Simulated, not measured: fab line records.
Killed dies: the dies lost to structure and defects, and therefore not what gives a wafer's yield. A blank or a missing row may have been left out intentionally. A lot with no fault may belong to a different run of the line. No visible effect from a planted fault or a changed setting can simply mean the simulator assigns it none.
2 desks looking at one fault || flow gf180mcu || every desk sees just its own numbers, and what lay behind them comes last

## TOOL OWNER'S DESK, rie_diel-04
The tool's own readings at GF_V1_ETCH_17 (etches SiO2 in C4F8/O2/Ar, stops on TiN, target depth 630 nm): means of the sampled wafers that have a number, for each lot that ran on this tool. If a lot's mean is further than 4 standard deviations from the usual mean, the lot is out of limits and carries the mark OUT (the distance appears in the brackets).
Columns: A = oes_product_au at GF_V1_ETCH_17, usual 0.856 a.u.
{"lot": "L406", "first seen here": "day 20 16:00", "A": 0.855}
{"lot": "L410", "first seen here": "day 22 02:00", "A": 0.854}
{"lot": "L421", "first seen here": "day 25 13:00", "A": 0.853}
{"lot": "L422", "first seen here": "day 26 02:00", "A": 0.859}
This desk's verdict: no lot among the 4 shows anything out of limits.

## AT THE METROLOGY DESK
What the gauges read for every lot (on any tool): the sampled wafers with a number, averaged. If a lot's mean is further than 4 standard deviations from the usual mean, the lot is out of limits and carries the mark OUT (the distance appears in the brackets). Readings shown: 7 of its 9, picked as those furthest out on some lot.
Columns: A = cd_nm at GF_V1_CD_MEAS_14, usual 259.8 nm; B = V1_W_RS at GF_V1_RS_MEAS_24, usual 0.326 ohm/sq; C = V1_W_THK at GF_V1_THK_MEAS_25, usual 357 nm; D = M2_ALCU_RS at GF_M2_RS_MEAS_05, usual 0.0696 ohm/sq; E = M2_ALCU_THK at GF_M2_THK_MEAS_06, usual 451 nm; F = cd_nm at GF_M2_CD_MEAS_14, usual 279.6 nm; G = M2_OVL at GF_M2_OVL_MEAS_15, usual -1 nm
{"lot": "L401", "first seen here": "day 17 17:58", "A": 259.9, "B": 0.326, "C": 356, "D": 0.0699, "E": 449, "F": 278.5, "G": 2}
{"lot": "L406", "first seen here": "day 19 15:16", "A": 258.3, "B": 0.322, "C": 367, "D": 0.0688, "E": 457, "F": 278.4, "G": 10}
{"lot": "L410", "first seen here": "day 21 02:15", "A": 259.7, "B": 0.331, "C": 355, "D": 0.0701, "E": 445, "F": 279.4, "G": 7}
{"lot": "L421", "first seen here": "day 24 15:28", "A": 259.5, "B": 0.321, "C": 367, "D": 0.0691, "E": 454, "F": 278.6, "G": 7}
{"lot": "L422", "first seen here": "day 25 05:15", "A": 260.2, "B": 0.328, "C": 353, "D": 0.0695, "E": 451, "F": 280.1, "G": -5}
{"lot": "L424", "first seen here": "day 25 13:43", "A": 260.3, "B": 0.325, "C": 363, "D": 0.0691, "E": 454, "F": 279.8, "G": -3}
This desk's verdict: no lot among the 6 shows anything out of limits.

## TAKEN TOGETHER
Nothing out of limits was seen by the tool owner's desk.
The metrology desk saw nothing out of limits.

## WHAT THE SIMULATOR PUT IN
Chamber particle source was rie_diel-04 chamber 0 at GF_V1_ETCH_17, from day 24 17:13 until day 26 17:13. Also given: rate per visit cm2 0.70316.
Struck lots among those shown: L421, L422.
